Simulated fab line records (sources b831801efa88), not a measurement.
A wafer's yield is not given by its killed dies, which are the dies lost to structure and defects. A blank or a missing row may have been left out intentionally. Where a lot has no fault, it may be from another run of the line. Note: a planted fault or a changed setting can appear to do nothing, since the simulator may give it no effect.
Matching of chambers    flow sky130    4 sister chambers for SKY_VIA2_ETCH_14 on rie-diel-01
The step etches BARC in N2/H2, stops on SiO2, time 45.9 s, target depth 60 nm. 8 wafers are shown with their chamber, then 8 later ones without.

## EACH WAFER AND ITS CHAMBER
wafer   chamber  drypump-motor-current-A (A)  throttle-valve-pct (%)
L083.3  0        5.4                          13.230
L085.1  0        5.3                          13.217
L086.2  2        5.8                          13.233
L086.4  3        6.1                          13.232
L088.4  1        5.6                          13.229
L088.5  2        5.8                          13.242
L088.6  1        5.6                          13.222
L089.1  3        6.1                          13.229

## WAFERS MISSING THEIR CHAMBER
wafer   drypump-motor-current-A (A)  throttle-valve-pct (%)
L089.2  5.3                          13.225
L089.4  5.6                          13.218
L090.1  5.3                          13.228
L090.4  5.6                          13.217
L090.6  5.8                          13.219
L093.3  6.1                          13.215
L093.4  5.6                          13.230
L093.5  5.6                          13.221

## WHICH CHAMBER EACH ONE RAN IN
wafer   from the rows above  in truth
L089.2  0                    0
L089.4  1                    1
L090.1  0                    0
L090.4  1                    1
L090.6  2                    2
L093.3  3                    3
L093.4  1                    1
L093.5  1                    1
Placed correctly: 8 of 8. From these rows, 0 cannot be placed. 0 placed wrongly.
How it was worked out, from the rows above alone: a wafer's distance from a chamber is the root of the sum, over the readings, of the square of ((its reading less the chamber's mean) divided by the reading's scatter). The wafer belongs to the nearest chamber; if the next one is less than 2 further off, it can't be placed. Each chamber's mean is taken over the wafers shown for it. The scatter: the root of (the sum of the squares of (reading less its chamber's mean) over the shown wafers, divided by (wafers less chambers)).
